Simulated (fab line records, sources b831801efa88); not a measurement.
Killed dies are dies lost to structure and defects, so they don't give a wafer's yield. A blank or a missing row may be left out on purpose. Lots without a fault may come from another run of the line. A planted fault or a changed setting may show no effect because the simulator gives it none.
A struck lot beside a sound one | flow sky130 | 18 steps out of a route of 708
Sound: wafers L394.1, L394.2, L394.4. Struck: wafers L406.3, L406.4, L406.5. The cause comes at the end.
At each step with rows: each side's tool, then ch and its chambers, then its first start. Under that, the readings that differ: sound wafers | struck wafers | difference of the means | sigmas: that difference in standard deviations of wafers without a fault.
alike: readings whose means differ by less than 2 such deviations, and words and numbers that are the same on both sides. not compared: withheld readings, readings that some wafer has no value for, bounds like >300 that may hide the same value, and numbers for which the record gives no deviation and whose values overlap.
The two part at a step that has a row with sigmas, a row that says differs or no value, or rows on one side only. Numbers that don't overlap but have no deviation are shown without sigmas and don't part them. A reading that every wafer of one side lacks parts them only if that side has two wafers or more.

first, 3 steps without rows for these wafers: SKY_VT_ADJUST_NCORE_EXPOSE_04 (exposes mask LVTN COMPLEMENT THIN, target cd 380 nm); SKY_VT_ADJUST_NCORE_PEB_05; SKY_VT_ADJUST_NCORE_DEVELOP_06 (develop time 60 s).
SKY_VT_ADJUST_NCORE_CD_MEAS_07: target cd 380 nm.
  sound on cd_sem-02, day 11 11:08; struck on cd_sem-02, day 14 10:55
  alike: cd_nm
SKY_VT_ADJUST_NCORE_OVL_MEAS_08:
  sound on overlay-02, day 11 11:15; struck on overlay-01, day 14 11:01
  alike: VT_ADJUST_NCORE_OVL
then, 1 step without rows for these wafers: SKY_VT_ADJUST_NCORE_IMPLANT_09.
SKY_VT_ADJUST_NCORE_STRIP_10: strips in O2/N2.
  sound on plasma_asher-04 ch 0,1, day 11 11:26; struck on plasma_asher-01 ch 0,1, day 14 11:13
  alike: drypump_motor_current_A, n2_flow_sccm, oes_product_au, strip_time_to_endpoint_s
  not compared: rf_hours_counter_h
SKY_VT_ADJUST_NCORE_TW_MEAS_11:
  sound on film_metro-04, day 11 11:32; struck on film_metro-04, day 14 11:18
  alike: VT_ADJUST_NCORE_TW
then, 4 steps without rows for these wafers: SKY_VT_ADJUST_HVTR_DEHYDRATE_00 (time 60 s); SKY_VT_ADJUST_HVTR_HMDS_01 (prime time 60 s); SKY_VT_ADJUST_HVTR_COAT_02 (resist thk 1140 nm); SKY_VT_ADJUST_HVTR_SOFTBAKE_03 (time 60 s).
SKY_VT_ADJUST_HVTR_EXPOSE_04: exposes mask HVTRM, target cd 380 nm.
  sound on iline_stepper-01 ch 0, day 12 00:05; struck on iline_stepper-01 ch 0, day 15 00:13
  reading              | sound                | struck               | difference | sigmas
  exposure_dose_mJ_cm2 | 149.82 149.82 149.91 | 156.78 156.89 157.06 | +7.06      | +54
  alike: mask
then, 2 steps without rows for these wafers: SKY_VT_ADJUST_HVTR_PEB_05; SKY_VT_ADJUST_HVTR_DEVELOP_06 (develop time 60 s).
SKY_VT_ADJUST_HVTR_CD_MEAS_07: target cd 380 nm.
  sound on cd_sem-01, day 12 12:13; struck on cd_sem-01, day 15 13:28
  reading    | sound             | struck            | difference | sigmas
  cd_nm (nm) | 383.0 383.4 382.7 | 392.3 394.3 391.8 | +9.8       | +3
SKY_VT_ADJUST_HVTR_OVL_MEAS_08:
  sound on overlay-02, day 12 12:20; struck on overlay-01, day 15 13:33
  alike: VT_ADJUST_HVTR_OVL
-- the record jumps here: 35 days lie between the struck wafers' starts before and after (it left off in module VT_ADJUST_HVTR and takes up again in module PAD_OPEN, whose first step shown is number 708 of the route) --
SKY_PAD_OPEN_PROBE_99:
  sound on prober-02, day 48 17:26; struck on prober-02, day 50 13:45
  alike: killed_at_M0_to_M3, killed_at_M4_up, killed_at_contacts, killed_at_front_end, killed_at_other, killed_dies, killed_open, killed_short

WHERE THEY PART
First at SKY_VT_ADJUST_HVTR_EXPOSE_04; last, within this record, at SKY_VT_ADJUST_HVTR_CD_MEAS_07. Later steps at which nothing parts them and some readings are alike: SKY_VT_ADJUST_HVTR_OVL_MEAS_08, SKY_PAD_OPEN_PROBE_99.

WHY: what the simulator had put in
Process parameter drift: iline_stepper-01, from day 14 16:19 on, at SKY_VT_ADJUST_HVTR_EXPOSE_04. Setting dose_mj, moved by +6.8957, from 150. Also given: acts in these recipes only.
